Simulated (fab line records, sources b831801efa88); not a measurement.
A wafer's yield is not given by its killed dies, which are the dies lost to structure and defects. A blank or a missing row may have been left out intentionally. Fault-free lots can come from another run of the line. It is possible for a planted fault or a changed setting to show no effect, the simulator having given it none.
2 desks, one fault -- flow sky130 -- numbers are kept per desk, each desk with only its own; the story behind them comes last

METROLOGY DESK
What the gauges read, lot by lot, whatever tool the lot ran on: means of the sampled wafers that have a number. Any lot whose mean is over 4 standard deviations away from the usual mean is out of limits and marked OUT; that distance is given in the brackets.
Columns: A = LDD_N_OVL at SKY_LDD_N_OVL_MEAS_07, usual 0.6 nm
lot,first seen here,A
L961,day 19 18:52,1.1
L965,day 20 16:19,-0.7
L968,day 22 02:41,0.3
L971,day 22 23:07,1.5
L975,day 24 01:55,-0.4
L979,day 25 17:58,-1.2
This desk found nothing out of limits on any of the 6 lots.

FOR THE TOOL OWNER'S DESK: implanter-03
The tool's own readings at SKY_LDD_N_IMPLANT_15, given as means over the sampled wafers that have a number, one for each lot that went through this tool. Any lot whose mean is over 4 standard deviations away from the usual mean is out of limits and marked OUT; that distance is given in the brackets.
Columns: A = beamOnS at SKY_LDD_N_IMPLANT_15, usual 9.97 s; B = faradayCurrentUA at SKY_LDD_N_IMPLANT_15, usual 28.3
lot,first seen here,A,B
L965,day 20 17:25,14.27 (+21) OUT,19.8 (-15) OUT
L968,day 22 03:48,14.24 (+21) OUT,19.8 (-15) OUT
L979,day 25 19:05,10.00,28.2
This desk's verdict: out of limits on L965, L968, starting with L965 at day 20 17:25 (beamOnS at SKY_LDD_N_IMPLANT_15). L979: within limits.

BROUGHT TOGETHER
An alarm could have come from the tool owner's desk at day 20 17:25, on L965, L968.
The metrology desk saw nothing out of limits.
The metrology desk has L965, L968 on record, within its limits.
All the named lots went through SKY_LDD_N_IMPLANT_15 on implanter-03.

WHAT WAS PUT IN BY THE SIMULATOR
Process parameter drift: implanter-03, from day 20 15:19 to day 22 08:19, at SKY_LDD_N_IMPLANT_15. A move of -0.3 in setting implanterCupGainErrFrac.
Shown lots that were struck: L965, L968.
Time in hours from fault onset to the first out-of-limits reading at each desk: the tool owner's desk, 2.
